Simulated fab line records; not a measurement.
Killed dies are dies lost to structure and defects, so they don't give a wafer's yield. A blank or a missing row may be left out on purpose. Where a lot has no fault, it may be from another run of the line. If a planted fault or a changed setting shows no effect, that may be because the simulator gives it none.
One fault through the eyes of 2 desks	flow gf180mcu	numbers are kept per desk, each desk with only its own; the story behind them comes last

== METROLOGY DESK ==
Lot by lot, what the gauges showed, no matter which tool ran the lot: averages of those sampled wafers that carry a number. The brackets show how far a lot's mean lies from the usual mean; more than 4 standard deviations puts the lot out of limits, marked OUT.
Columns: A = SALICIDE_TIN_THK at GF_SALICIDE_THK_MEAS_05, usual 19.4 nm
lot	first seen here	A
L906	day 15 06:21	19.1
L907	day 15 16:32	19.3
L908	day 16 03:59	19.4
L909	day 16 12:38	19.7
L910	day 16 18:08	19.4
L917	day 19 07:51	19.7
L918	day 19 13:13	19.2
L919	day 19 21:58	19.3
L921	day 20 18:09	19.7
L922	day 21 01:56	19.2
L925	day 22 04:16	19.5
L926	day 22 10:58	19.4
L928	day 23 03:11	19.5
L929	day 23 11:26	19.5
Result from this desk: across the 14 lots, nothing is out of limits.

== AT THE TOOL OWNER'S DESK: rie diel-02 ==
The tool's own readings at GF_CONTACT_ETCH_17 (etches SiO2 in C4F8/O2/Ar, stops on CoSi2, target depth 860 nm): means of the sampled wafers that have a number, for each lot that ran on this tool. The brackets show how far a lot's mean lies from the usual mean; more than 4 standard deviations puts the lot out of limits, marked OUT.
Columns: A = oes product au at GF_CONTACT_ETCH_17, usual 0.814 a.u.; B = rf fwd power W at GF_CONTACT_ETCH_17, usual 1495 W
lot	first seen here	A	B
L906	day 16 05:00	0.816	1496
L909	day 17 12:00	0.814	1496
L917	day 20 09:00	0.813	1255 (-49) OUT
L918	day 20 14:00	0.812	1248 (-50) OUT
Finding of this desk: L917, L918 out of limits; the first was L917 at day 20 09:00, on rf fwd power W at GF_CONTACT_ETCH_17. Within limits: L906, L909.

== TAKEN TOGETHER ==
The tool owner's desk could have raised an alarm at day 20 09:00, on L917, L918.
The metrology desk saw nothing out of limits.
The metrology desk has L917, L918 on record, within its limits.
GF_CONTACT_ETCH_17 was run on rie diel-02 by each of the lots named.

== WHAT THE SIMULATOR PUT IN ==
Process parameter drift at GF_CONTACT_ETCH_17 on rie diel-02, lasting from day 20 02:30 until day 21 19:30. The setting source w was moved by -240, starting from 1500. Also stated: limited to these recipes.
Lots struck among those shown: L917, L918.
How many hours passed from the start of the fault until each desk's first out-of-limits reading: the tool owner's desk, 6.
